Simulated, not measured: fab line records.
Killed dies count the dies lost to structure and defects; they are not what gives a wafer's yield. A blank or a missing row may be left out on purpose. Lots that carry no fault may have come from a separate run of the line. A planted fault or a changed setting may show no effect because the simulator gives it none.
Problem report in the 8D (eight disciplines) form, filled by code	flow sky130	the parts of the form that need people (team, actions taken, sign-off) are left out

## 1. WHAT IS WRONG
Mean PASSIVATION_CVD_00_THK at SKY_PASSIVATION_THK_MEAS_01: 137.9 nm over 3 wafers in 3 lots; fault-free wafers: 90.3 nm, standard deviation 1.3. That puts it +37 standard deviations away from the usual mean.
Seen first at day 47 07:00 on film metro-02, wafer L768.2. The record has a number at this step for 36 wafers belonging to 12 lots. Rule for "out" (also "out of limits"): further than 4 standard deviations from the usual mean. The other wafers with a number count as sound.

## 2. WHAT IT IS, WHAT IT ISN'T
question	is	is not
which readings at this step	PASSIVATION_CVD_00_THK	-
which lots	L768, L769, L771	L755, L756, L757, L758, L759, L760, L764, L770, L775
which wafers of those lots	L768.2, L769.5, L771.6	L768.1, L768.3, L769.3, L769.4, L771.1, L771.3
read on which gauges	film metro-02, film metro-04	film metro-03
when	from day 47 07:00	up to then (23 sound wafers); but 10 sound wafers of L769, L770, L771, L775 came after

## 3. WHAT RULES OUT EACH SUSPECT
Counting: any tool at a process step up to the reading remains a suspect provided it ran every lot that is out. Sound lots after the first of them don't rule it out here, since some wafers of a struck lot are sound.
- the gauge at SKY_PASSIVATION_THK_MEAS_01: ruled out. Those wafers that are out were read across 2 gauges (film metro-02, film metro-04).
- pecvd-03 at SKY_PASSIVATION_CVD_00 (deposits SiO2, target thk 90 nm): kept. Every lot that is out went through it, the first being L768 (day 47 06:59); the last sound lot it ran before that was L764 (day 46 12:58).
Remaining after the count: pecvd-03 at SKY_PASSIVATION_CVD_00.

## 4. THE CAUSE (what the simulator had put in)
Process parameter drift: pecvd-03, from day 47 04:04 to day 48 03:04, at SKY_PASSIVATION_CVD_00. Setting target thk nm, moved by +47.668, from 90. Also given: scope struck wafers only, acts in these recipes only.
Only this tool survived the counting.

## 5. THE EFFECT CHAIN, in route order
Each row: a reading where the mean over the struck wafers with a number is more than 3 standard deviations away from the usual. Only readings for which the record gives a usual standard deviation are gone through. hours: the time from each lot's start at the first step in this table that gives one to its start at this step, as a median over the lots. sigmas: the change in usual standard deviations.
hours	step	reading	usual	on struck wafers	change	sigmas
0	SKY_PASSIVATION_THK_MEAS_01	PASSIVATION_CVD_00_THK	90.3 nm	137.9	+47.6	+37

## 6. WHAT WOULD HAVE CAUGHT IT SOONER
The first out-of-limits reading at a measuring or inspecting step in this record came at day 47 07:00, 3 hours after the fault's start at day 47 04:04.
Tool readings at SKY_PASSIVATION_CVD_00 with a usual standard deviation given in the record: none out on any struck wafer, hence no alarm at a limit of 4 standard deviations on them.
Among the 3 lots that are out, L769, L771 began SKY_PASSIVATION_CVD_00 on pecvd-03 after day 47 07:00. A hold on the tool at that time would have spared those 2.
